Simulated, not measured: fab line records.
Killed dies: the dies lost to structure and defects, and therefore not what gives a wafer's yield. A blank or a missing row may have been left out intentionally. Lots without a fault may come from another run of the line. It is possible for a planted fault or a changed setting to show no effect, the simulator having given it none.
A struck lot beside a sound one / flow sky130 / 17 out of 708 route steps
Sound: the wafers L572.1, L572.2, L572.6. The struck wafers were L582.2, L582.4, L582.5. The cause is given at the end.
Per side, at each step with rows, come the tool, then ch with its chambers, and then its first start. Under that, the readings that differ: sound wafers / struck wafers / difference of the means / sigmas: that difference in standard deviations of wafers without a fault.
alike: same words and numbers on both sides, and readings whose means sit less than 2 such deviations apart. not compared: any withheld reading, any reading some wafer has no value for, any bound like >300 that may hide the same value, and any number with overlapping values for which the record gives no deviation.
The two part at a step that has a row with sigmas, a row that says differs or no value, or rows on one side only. Numbers that have no deviation but don't overlap get no sigmas and don't part them. Lack of a reading on every wafer of one side parts them only where that side has two or more wafers.

first, 1 step without rows for these wafers: SKY_VT_ADJUST_LVTN_IMPLANT_19.
SKY_VT_ADJUST_LVTN_STRIP_20: strips in O2/N2.
  sound on plasma asher-04 ch 0,1, day 9 14:22; struck on plasma asher-01 ch 0,1, day 12 02:08
  alike: chamber pressure mTorr, drypump motor current A, oes product au, strip time to endpoint s
  not compared: rf hours counter h
SKY_VT_ADJUST_LVTN_TW_MEAS_21:
  sound on film metro-01, day 9 14:28; struck on film metro-02, day 12 02:15
reading=VT_ADJUST_LVTN_2_TW; sound=190.9 189.8 190.2; struck=184.5 185.1 186.3; difference=-5.0; sigmas=-2
then, 7 steps without rows for these wafers: SKY_VT_ADJUST_NCORE_DEHYDRATE_00 (time 60 s); SKY_VT_ADJUST_NCORE_HMDS_01 (prime time 60 s); SKY_VT_ADJUST_NCORE_COAT_02 (resist thk 1140 nm); SKY_VT_ADJUST_NCORE_SOFTBAKE_03 (time 60 s); SKY_VT_ADJUST_NCORE_EXPOSE_04 (exposes mask LVTN COMPLEMENT THIN, target cd 380 nm); SKY_VT_ADJUST_NCORE_PEB_05; SKY_VT_ADJUST_NCORE_DEVELOP_06 (develop time 60 s).
SKY_VT_ADJUST_NCORE_CD_MEAS_07: the cd target is 380 nm.
  sound on cd sem-02, day 10 12:49; struck on cd sem-01, day 13 02:53
  alike: cd nm
SKY_VT_ADJUST_NCORE_OVL_MEAS_08:
  sound on overlay-01, day 10 12:56; struck on overlay-02, day 13 02:59
  alike: VT_ADJUST_NCORE_OVL
SKY_VT_ADJUST_NCORE_IMPLANT_09:
  sound on implanter-01 ch 0, day 10 12:58; struck on implanter-01 ch 0, day 13 03:03
reading=dose ions cm2; sound=2.3938e+12 2.3953e+12 2.3967e+12; struck=1.0063e+12 1.0063e+12 1.0089e+12; difference=-1.3881e+12; sigmas=-99 or more
reading=faraday current uA; sound=13.43 12.77 13.06; struck=5.88 5.75 5.76; difference=-7.29; sigmas=-27
SKY_VT_ADJUST_NCORE_STRIP_10: strips in O2/N2.
  sound on plasma asher-02 ch 0,1, day 10 13:07; struck on plasma asher-02 ch 0,1, day 13 03:10
  alike: chamber pressure mTorr, drypump motor current A, oes product au, strip time to endpoint s
  not compared: rf hours counter h
SKY_VT_ADJUST_NCORE_TW_MEAS_11:
  sound on film metro-02, day 10 13:13; struck on film metro-02, day 13 03:17
reading=VT_ADJUST_NCORE_TW; sound=216.8 217.6 217.5; struck=169.7 168.6 170.1; difference=-47.8; sigmas=-24
then, 1 step without rows for these wafers: SKY_VT_ADJUST_HVTR_DEHYDRATE_00 (time 60 s).
-- a jump in the record: the struck wafers' starts before and after are 37 days apart (it breaks off in module VT_ADJUST_HVTR and resumes in module PAD_OPEN, where the first step shown is number 708 of the route) --
SKY_PAD_OPEN_PROBE_99:
  sound on prober-02, day 47 11:03; struck on prober-02, day 49 15:23
  no value came back on the struck wafers for any of 8 readings (model.etest.nfet_16v.r on ohm um, model.etest.pfet_16v.r on ohm um and others); on the sound wafers model.etest.nfet_16v.r on ohm um reads 1.411e+04 1.398e+04 1.406e+04
  alike: killed_at_M0_to_M3, killed_at_M4_up, killed at contacts, killed at front end, killed at other, killed dies, killed open, killed short

WHERE THEY PART
Earliest at SKY_VT_ADJUST_LVTN_TW_MEAS_21; latest, in this record, at SKY_PAD_OPEN_PROBE_99.

WHY: whatever the simulator had introduced
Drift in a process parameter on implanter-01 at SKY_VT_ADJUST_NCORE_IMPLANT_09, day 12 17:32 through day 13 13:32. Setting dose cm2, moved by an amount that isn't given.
